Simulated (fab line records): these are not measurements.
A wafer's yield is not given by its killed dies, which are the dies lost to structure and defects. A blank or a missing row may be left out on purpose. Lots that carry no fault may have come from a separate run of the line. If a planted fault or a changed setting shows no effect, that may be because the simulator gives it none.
fab line records ; flow sfq-line
[record] lots = 15; wafers = 45; last-day = 94
route steps=325 shown I0@50
lots that met no fault: taken from a fault-free run of the same line
start-h: the number of hours between the record's first day and the start of the first shown wafer of the lot ; wait-h: hours since the lot's step before ; " as in the row above ; L1.1+2: several wafers, shown together as one row ; - value missing, or start not given ; * or withheld: withheld ; < > ~ a bound
route shown NAME@n: a module of which the file shows steps, and the number in the route of the first ; usual: the fault-free wafers' mean and standard deviation ; same: alike in all rows ; chamber/n: place in a boat ; sites: readings site by site ; _std_site: standard deviation across them ; _edge_site: inner sites' mean taken away from outer sites' mean ; radius-mm: for every site, how far away it sits from the centre of the wafer ; mask NAME#n: copy n ; behind: the last tool/chamber to shape the wafer ; hold: why the lot was held/for how many hours/how that ended ; device: which transistor (n, p or np) failed to switch ; end of line: the tests these same wafers got at the end of their route ; step lacking rows: just its recipe ; killed: the dies lost at the first sort to structure and to defects; this is not the yield of the wafer ; map: the dies of a wafer, with x for killed, . for not killed, _ for no die there
set.NAME: the run value of the setting; set.NAME@STEP: its run value at that earlier step ; model.NAME: the simulator's own value behind a step, which no gauge read
a sample of lots followed through the steps of the route, with each step as a table and each wafer as a row
services: the hour from which a tool's chamber was out of use, counted from the record's first day as start-h (under 0 if before that day), plus the number of hours and why
[[steps]]
[step SFQ_TRILAYER_I0_VIA_LITHO_EXPOSE_032]
[recipe] mask-id = I0; na = 0.6; source-shape = conventional; sigma-outer = 0.65; target-cd-nm = 500; dose-mj = 21.3
[usual] exposure-dose-mJ-cm2 = 21.297/0.02; focus-offset-nm = -0.1/0.49
lot.wafer;tool;chamber;start-h;wait-h;mask;exposure-dose-mJ-cm2;focus-offset-nm
L292.1;krf-scanner-01;0;198.20;-;I0#0;21.302;0.6
L292.5;krf-scanner-01;0;198.20;-;I0#0;21.296;0.0
L292.6;krf-scanner-01;0;198.20;-;I0#0;21.304;0.0
L293.1;krf-scanner-01;0;205.40;-;I0#0;21.302;-0.2
L293.2;krf-scanner-01;0;205.40;-;I0#0;21.289;-0.1
L293.6;krf-scanner-01;0;205.40;-;I0#0;21.286;0.3
L295.1;krf-scanner-01;0;225.80;-;I0#0;21.294;0.2
L295.3;krf-scanner-01;0;225.80;-;I0#0;21.312;0.4
L295.4;krf-scanner-01;0;225.80;-;I0#0;21.327;-0.4
L296.2;krf-scanner-01;0;228.40;-;I0#0;21.270;-0.5
L296.4;krf-scanner-01;0;228.40;-;I0#0;21.268;-0.2
L296.5;krf-scanner-01;0;228.40;-;I0#0;21.273;0.0
L299.2;krf-scanner-01;0;248.90;-;I0#0;21.290;-0.1
L299.3;krf-scanner-01;0;248.90;-;I0#0;21.299;0.5
L299.5;krf-scanner-01;0;248.90;-;I0#0;21.285;0.1
L300.1;krf-scanner-01;0;254.70;-;I0#0;21.288;0.8
L300.4;krf-scanner-01;0;254.70;-;I0#0;21.302;0.5
L300.6;krf-scanner-01;0;254.70;-;I0#0;21.311;0.6
L301.2;krf-scanner-01;0;259.70;-;I0#0;21.305;-0.5
L301.5;krf-scanner-01;0;259.70;-;I0#0;21.300;-0.9
L301.6;krf-scanner-01;0;259.70;-;I0#0;21.299;-0.5
L302.1;krf-scanner-01;0;264.30;-;I0#0;21.305;0.5
L302.2;krf-scanner-01;0;264.30;-;I0#0;21.311;-0.1
L302.6;krf-scanner-01;0;264.30;-;I0#0;21.320;-0.1
L303.2;krf-scanner-01;0;272.90;-;I0#0;21.325;0.2
L303.3;krf-scanner-01;0;272.90;-;I0#0;21.316;0.0
L303.4;krf-scanner-01;0;272.90;-;I0#0;21.310;-0.6
L308.1;krf-scanner-01;-;301.01;-;I0#0;-;-
L308.2;krf-scanner-01;-;301.01;-;I0#0;-;-
L308.6;krf-scanner-01;-;301.01;-;I0#0;-;-
L309.4;krf-scanner-01;-;306.41;-;I0#0;-;-
L309.5;krf-scanner-01;-;306.41;-;I0#0;-;-
L309.6;krf-scanner-01;-;306.41;-;I0#0;-;-
L310.1;krf-scanner-01;-;311.81;-;I0#0;-;-
L310.2;krf-scanner-01;-;311.81;-;I0#0;-;-
L310.6;krf-scanner-01;-;311.81;-;I0#0;-;-
L313.2;krf-scanner-01;0;331.01;-;I0#0;21.296;-0.2
L313.4;krf-scanner-01;0;331.01;-;I0#0;21.284;-0.8
L313.6;krf-scanner-01;0;331.01;-;I0#0;21.290;-0.9
L314.1;krf-scanner-01;0;333.21;-;I0#0;21.261;-0.5
L314.2;krf-scanner-01;0;333.21;-;I0#0;21.290;-1.3
L314.3;krf-scanner-01;0;333.21;-;I0#0;21.265;-0.6
L315.1;krf-scanner-01;0;341.61;-;I0#0;21.283;0.0
L315.2;krf-scanner-01;0;341.61;-;I0#0;21.327;0.1
L315.4;krf-scanner-01;0;341.61;-;I0#0;21.313;0.0
[[services]]
tool;chamber;start-h;hours;kind
krf-scanner-01;-;181.30;1.3;pm
krf-scanner-01;-;235.90;3.2;repair
krf-scanner-01;-;285.90;0.8;pm
krf-scanner-01;-;292.65;3.6;pm
krf-scanner-01;-;320.21;1.0;pm
[[key]]
[first-sign] step = SFQ_TRILAYER_I0_VIA_LITHO_EXPOSE_032; reading = tool-record; direction = missing
effect none on later readings
met-at SFQ_TRILAYER_I0_VIA_LITHO_EXPOSE_032
struck-lots L308,L309,L310
onset-between 272.90 301.01
[fault] kind = skipped-step-whole; tool = krf-scanner-01; chamber = -; onset-h = 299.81; steps = SFQ_TRILAYER_I0_VIA_LITHO_EXPOSE_032; scope = struck-lots-only
